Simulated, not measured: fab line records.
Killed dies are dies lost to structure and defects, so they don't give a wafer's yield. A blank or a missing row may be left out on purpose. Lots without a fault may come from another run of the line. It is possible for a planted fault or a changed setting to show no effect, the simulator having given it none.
Chamber matching :: flow gf180mcu :: rie_diel-03 running GF_V5_ETCH_17: 4 sister chambers
The step etches SiO2 in C4F8/O2/Ar, stops on TiN, target depth 855 nm. 4 wafers are shown with their chamber, then 7 later ones without.

## EACH WAFER AND ITS CHAMBER
wafer: L743.4
chamber: 1
oes_product_au (a.u.): 0.871

wafer: L761.6
chamber: 3
oes_product_au (a.u.): 0.855

wafer: L763.1
chamber: 0
oes_product_au (a.u.): 0.854

wafer: L763.4
chamber: 2
oes_product_au (a.u.): 0.870

## WAFERS WHOSE CHAMBER IS MISSING
wafer: L763.5
oes_product_au (a.u.): 0.857

wafer: L765.2
oes_product_au (a.u.): 0.861

wafer: L765.4
oes_product_au (a.u.): 0.857

wafer: L765.5
oes_product_au (a.u.): 0.857

wafer: L766.1
oes_product_au (a.u.): 0.859

wafer: L766.2
oes_product_au (a.u.): 0.858

wafer: L766.3
oes_product_au (a.u.): 0.862

## EACH ONE'S CHAMBER
wafer: L763.5
from the rows above: can't be placed: 3 or 0
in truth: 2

wafer: L765.2
from the rows above: can't be placed: 3 or 0 or 2 or 1
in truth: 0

wafer: L765.4
from the rows above: can't be placed: 3 or 0
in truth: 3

wafer: L765.5
from the rows above: can't be placed: 3 or 0
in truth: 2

wafer: L766.1
from the rows above: can't be placed: 3 or 0 or 2 or 1
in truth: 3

wafer: L766.2
from the rows above: can't be placed: 3 or 0
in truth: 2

wafer: L766.3
from the rows above: can't be placed: 3 or 0 or 2 or 1
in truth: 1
Placed correctly: 0 of 7. Can't be placed from these rows: 7 (the true chamber is among the candidates in 4). Placed wrongly: 0.
How it was worked out, from the rows above alone: a wafer's distance from a chamber is the root of the sum, over the readings, of the square of ((its reading less the chamber's mean) divided by the reading's scatter). The wafer belongs to the nearest chamber; if the next one is less than 2 further off, it can't be placed. For every chamber, the mean is computed from those of its wafers that are shown. The scatter (one wafer shown for each chamber): square how far every hidden wafer sits from the nearest shown wafer, average those squares and take the square root.
